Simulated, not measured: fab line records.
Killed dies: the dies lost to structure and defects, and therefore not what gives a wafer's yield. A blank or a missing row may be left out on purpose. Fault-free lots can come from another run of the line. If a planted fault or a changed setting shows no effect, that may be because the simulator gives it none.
fab line records | flow sky130
[record] lots = 14 | wafers = 42 | last_day = 50
route steps=708 shown FIELD_ISO@26 PWDE@55 NWELL@63 POLY_GATE@226
lots untouched by any fault: they come from a run of this same line in which no faults occurred
start_h: start of the lot's first displayed wafer, in hours after the record's first day | wait_h: hours from the lot's prior step to this one | " as in the row above | L1.1+2: a row that stands for several wafers | - no value present, or no start provided | * or withheld: withheld | < > ~ a bound
route shown NAME@n: names a module that has steps shown in the file, with the first one's number in the route | usual: average and standard deviation across the fault-free wafers | same: alike in all rows | chamber/n: place in a boat | sites: each site's reading | _std_site: standard deviation across them | _edge_site: mean of outer sites minus mean of inner sites | radius_mm: how far each site lies from the wafer's centre | mask NAME#n: copy n | behind: tool/chamber where the wafer was last shaped | hold: reason for holding the lot/hours on hold/outcome of the hold | device: names the non-switching transistor (n, p or np) | end of line: the tests these same wafers got at the end of their route | a step without rows: its recipe alone | killed: count of dies lost to structure and defects at first sort (not the wafer's yield) | map: the dies of a wafer, with x for killed, . for not killed, _ for no die there
set.NAME: the setting the step ran with; set.NAME@STEP: the setting that earlier step ran with | model.NAME: the simulator's own value behind a step, which no gauge read
the route's steps for a sample of lots (tables are steps, rows are wafers)
[[steps]]
[step SKY_FIELD_ISO_THK_MEAS_25]
[recipe] reads = SiO2_of_FIELD_ISO_CVD_24
[usual] FIELD_ISO_CVD_24_THK = 595/6.7
lot.wafer | tool          | chamber | start_h | wait_h | FIELD_ISO_CVD_24_THK[nm]
L600.1    | film_metro-04 | -       | 47.46   | 0.0    | 585
L600.3    | "             | -       | "       | "      | 591
L600.4    | "             | -       | "       | "      | 587
L599.3    | film_metro-02 | -       | 47.52   | 0.1    | 583
L599.4    | "             | -       | "       | "      | 589
L599.6    | "             | -       | "       | "      | 595
L602.4    | film_metro-01 | -       | 47.56   | 0.0    | 600
L602.5    | "             | -       | "       | "      | 588
L602.6    | "             | -       | "       | "      | 591
L603.2    | film_metro-01 | -       | 57.24   | 0.1    | 589
L603.4    | "             | -       | "       | "      | 587
L603.5    | "             | -       | "       | "      | 588
L607.1    | film_metro-01 | -       | 76.70   | 0.0    | 594
L607.4    | "             | -       | "       | "      | 603
L607.6    | "             | -       | "       | "      | 593
L609.2    | film_metro-01 | -       | 83.13   | 0.0    | 590
L609.4    | "             | -       | "       | "      | 598
L609.5    | "             | -       | "       | "      | 584
L608.2    | film_metro-04 | -       | 83.82   | 0.0    | 588
L608.4    | "             | -       | "       | "      | 591
L608.6    | "             | -       | "       | "      | 591
L612.2    | film_metro-01 | -       | 98.41   | 0.0    | 601
L612.4    | "             | -       | "       | "      | 590
L612.6    | "             | -       | "       | "      | 605
L613.2    | film_metro-02 | -       | 104.92  | 0.0    | 607
L613.3    | "             | -       | "       | "      | 600
L613.5    | "             | -       | "       | "      | 595
L614.2    | film_metro-04 | -       | 109.31  | 0.0    | 596
L614.3    | "             | -       | "       | "      | 595
L614.4    | "             | -       | "       | "      | 590
L618.1    | film_metro-01 | -       | 132.00  | 0.0    | 592
L618.2    | "             | -       | "       | "      | 597
L618.6    | "             | -       | "       | "      | 590
L619.4    | film_metro-02 | -       | 137.59  | 0.0    | 597
L619.5    | "             | -       | "       | "      | 607
L619.6    | "             | -       | "       | "      | 592
L620.1    | film_metro-04 | -       | 144.35  | 0.0    | 591
L620.4    | "             | -       | "       | "      | 595
L620.6    | "             | -       | "       | "      | 592
L621.1    | film_metro-04 | -       | 150.51  | 0.0    | 587
L621.3    | "             | -       | "       | "      | 601
L621.6    | "             | -       | "       | "      | 596
[step SKY_PWDE_TW_MEAS_10]
[usual] PWDE_TW = 373.0/2.4
lot.wafer | tool          | chamber | start_h | wait_h | PWDE_TW
L600.1    | film_metro-03 | -       | 85.71   | 0.1    | 376.0
L600.3    | "             | -       | "       | "      | 374.3
L600.4    | "             | -       | "       | "      | 373.5
L599.3    | film_metro-01 | -       | 85.91   | 0.1    | 379.1
L599.4    | "             | -       | "       | "      | 378.2
L599.6    | "             | -       | "       | "      | 376.6
L602.4    | film_metro-03 | -       | 86.84   | 0.1    | 374.7
L602.5    | "             | -       | "       | "      | 372.0
L602.6    | "             | -       | "       | "      | 373.5
L603.2    | film_metro-04 | -       | 95.67   | 0.1    | 371.9
L603.4    | "             | -       | "       | "      | 373.5
L603.5    | "             | -       | "       | "      | 372.5
L607.1    | film_metro-04 | -       | 115.54  | 0.1    | 367.9
L607.4    | "             | -       | "       | "      | 369.5
L607.6    | "             | -       | "       | "      | 368.7
L609.2    | film_metro-03 | -       | 122.85  | 0.1    | 375.4
L609.4    | "             | -       | "       | "      | 374.8
L609.5    | "             | -       | "       | "      | 374.4
L608.2    | film_metro-03 | -       | 123.46  | 0.1    | 374.8
L608.4    | "             | -       | "       | "      | 374.9
L608.6    | "             | -       | "       | "      | 373.4
L612.2    | film_metro-04 | -       | 140.28  | 0.1    | 372.2
L612.4    | "             | -       | "       | "      | 370.4
L612.6    | "             | -       | "       | "      | 369.5
L613.2    | film_metro-04 | -       | 146.90  | 0.1    | 368.9
L613.3    | "             | -       | "       | "      | 369.5
L613.5    | "             | -       | "       | "      | 371.5
L614.2    | film_metro-03 | -       | 152.30  | 0.1    | 371.6
L614.3    | "             | -       | "       | "      | 371.3
L614.4    | "             | -       | "       | "      | 372.4
L618.1    | film_metro-03 | -       | 177.09  | 0.1    | 373.0
L618.2    | "             | -       | "       | "      | 372.9
L618.6    | "             | -       | "       | "      | 373.2
L619.4    | film_metro-03 | -       | 184.23  | 0.1    | 373.8
L619.5    | "             | -       | "       | "      | 374.3
L619.6    | "             | -       | "       | "      | 373.5
L620.1    | film_metro-04 | -       | 190.19  | 0.1    | 373.8
L620.4    | "             | -       | "       | "      | 373.4
L620.6    | "             | -       | "       | "      | 372.0
L621.1    | film_metro-04 | -       | 198.15  | 0.1    | 369.7
L621.3    | "             | -       | "       | "      | 371.5
L621.6    | "             | -       | "       | "      | 370.5
[step SKY_NWELL_OVL_MEAS_10]
[usual] NWELL_00_OVL = 0.4/1.7
lot.wafer | tool       | chamber | start_h | wait_h | NWELL_00_OVL[nm]
L600.1    | overlay-02 | -       | 102.42  | -      | 2.8
L600.3    | "          | -       | "       | "      | 1.1
L600.4    | "          | -       | "       | "      | 1.4
L599.3    | overlay-02 | -       | 102.93  | -      | 2.4
L599.4    | "          | -       | "       | "      | 2.2
L599.6    | "          | -       | "       | "      | 2.0
L602.4    | overlay-01 | -       | 103.88  | -      | 2.3
L602.5    | "          | -       | "       | "      | 1.5
L602.6    | "          | -       | "       | "      | 1.6
L603.2    | overlay-01 | -       | 113.77  | -      | 0.8
L603.4    | "          | -       | "       | "      | 1.1
L603.5    | "          | -       | "       | "      | 1.4
L607.1    | overlay-02 | -       | 133.87  | -      | 3.1
L607.4    | "          | -       | "       | "      | 1.8
L607.6    | "          | -       | "       | "      | 1.3
L609.2    | overlay-01 | -       | 141.02  | -      | -0.7
L609.4    | "          | -       | "       | "      | -2.3
L609.5    | "          | -       | "       | "      | 0.4
L608.2    | overlay-02 | -       | 142.41  | -      | 1.8
L608.4    | "          | -       | "       | "      | 2.8
L608.6    | "          | -       | "       | "      | 1.0
L612.2    | overlay-01 | -       | 160.61  | -      | -0.5
L612.4    | "          | -       | "       | "      | -0.5
L612.6    | "          | -       | "       | "      | -0.8
L613.2    | overlay-02 | -       | 166.87  | -      | -0.1
L613.3    | "          | -       | "       | "      | 0.9
L613.5    | "          | -       | "       | "      | 1.1
L614.2    | overlay-02 | -       | 172.82  | -      | -2.3
L614.3    | "          | -       | "       | "      | -3.9
L614.4    | "          | -       | "       | "      | -2.2
L618.1    | overlay-02 | -       | 196.80  | -      | 0.6
L618.2    | "          | -       | "       | "      | -0.1
L618.6    | "          | -       | "       | "      | -0.5
L619.4    | overlay-01 | -       | 205.07  | -      | 2.8
L619.5    | "          | -       | "       | "      | 3.5
L619.6    | "          | -       | "       | "      | 2.7
L620.1    | overlay-01 | -       | 211.22  | -      | 1.8
L620.4    | "          | -       | "       | "      | 1.1
L620.6    | "          | -       | "       | "      | 1.4
L621.1    | overlay-02 | -       | 219.95  | -      | -2.7
L621.3    | "          | -       | "       | "      | -0.2
L621.6    | "          | -       | "       | "      | -1.3
[step SKY_POLY_GATE_DEVELOP_12]
[recipe] develop_time_s = 60 | resist = KrF-thick | dev_temp_c = 21
[usual] developer_temp_C = 21.03/0.099 | exhaust_pa = 44.9/0.99
lot.wafer | tool           | chamber | start_h | wait_h | developer_temp_C | exhaust_pa
L600.1    | litho_track-03 | 0       | 391     | -      | 21.12            | 44.9
L600.3    | "              | 0       | "       | "      | 20.97            | 46.3
L600.4    | "              | 0       | "       | "      | 20.95            | 44.5
L599.3    | litho_track-02 | 0       | 392     | -      | 21.09            | 44.2
L599.4    | "              | 0       | "       | "      | 21.07            | 44.2
L599.6    | "              | 0       | "       | "      | 21.15            | 43.1
L602.4    | litho_track-01 | 0       | 394     | -      | 20.80            | 46.3
L602.5    | "              | 0       | "       | "      | 21.05            | 45.9
L602.6    | "              | 0       | "       | "      | 21.10            | 46.0
L603.2    | litho_track-01 | 0       | 445     | -      | 21.16            | 43.7
L603.4    | "              | 0       | "       | "      | 21.14            | 43.5
L603.5    | "              | 0       | "       | "      | 21.31            | 45.1
L607.1    | litho_track-03 | 0       | 454     | -      | 20.90            | 45.5
L607.4    | "              | 0       | "       | "      | 21.03            | 44.6
L607.6    | "              | 0       | "       | "      | 21.08            | 45.1
L609.2    | litho_track-01 | 0       | 463     | -      | 20.94            | 46.4
L609.4    | "              | 0       | "       | "      | 20.98            | 45.7
L609.5    | "              | 0       | "       | "      | 21.00            | 46.9
L608.2    | litho_track-01 | 0       | 463     | -      | 21.02            | 46.4
L608.4    | "              | 0       | "       | "      | 20.98            | 44.5
L608.6    | "              | 0       | "       | "      | 21.20            | 44.3
L612.2    | litho_track-02 | 0       | 479     | -      | 21.01            | 45.0
L612.4    | "              | 0       | "       | "      | 20.98            | 44.7
L612.6    | "              | 0       | "       | "      | 20.98            | 44.6
L613.2    | litho_track-02 | 0       | 494     | -      | 20.98            | 46.6
L613.3    | "              | 0       | "       | "      | 20.83            | 44.1
L613.5    | "              | 0       | "       | "      | 21.04            | 45.4
L614.2    | litho_track-02 | 0       | 501     | -      | 20.99            | 45.5
L614.3    | "              | 0       | "       | "      | 21.07            | 45.0
L614.4    | "              | 0       | "       | "      | 20.98            | 44.9
L618.1    | litho_track-02 | 0       | 543     | -      | 21.75            | 43.7
L618.2    | "              | 0       | "       | "      | 21.70            | 44.5
L618.6    | "              | 0       | "       | "      | 21.57            | 44.0
L619.4    | litho_track-02 | 0       | 547     | -      | 21.59            | 45.1
L619.5    | "              | 0       | "       | "      | 21.71            | 44.3
L619.6    | "              | 0       | "       | "      | 21.63            | 44.0
L620.1    | litho_track-01 | 0       | 558     | -      | 21.00            | 45.7
L620.4    | "              | 0       | "       | "      | 21.03            | 45.0
L620.6    | "              | 0       | "       | "      | 21.21            | 45.3
L621.1    | litho_track-01 | 0       | 565     | -      | 21.10            | 45.7
L621.3    | "              | 0       | "       | "      | 21.11            | 43.6
L621.6    | "              | 0       | "       | "      | 21.01            | 45.3
[[key]]
[first_sign] step = SKY_POLY_GATE_DEVELOP_12 | reading = developer_temp_C | direction = up | sigmas = 6.3 | usual = * | struck = *
effect none on later readings
met_at SKY_POLY_GATE_DEVELOP_12
struck_lots L618,L619
tester_left_out L618,L619
not_acting_at SKY_FIELD_ISO_THK_MEAS_25,SKY_PWDE_TW_MEAS_10,SKY_NWELL_OVL_MEAS_10
onset_between 501 543
[fault] kind = process_parameter_drift | tool = litho_track-02 | chamber = - | onset_h = 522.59 | steps = SKY_POLY_GATE_DEVELOP_12 | channel = dev_temp_c | offset = * | shape = step | end_h = 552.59 | acts_in = * | stated = *
// tester_left_out: of these lots the tester's yield and bins aren't shown, on N5 and GAA mostly nor the transistor test; their killed dies are dies lost to structure and defects alone, not to doping, threshold or leakage, so they don't give the yield
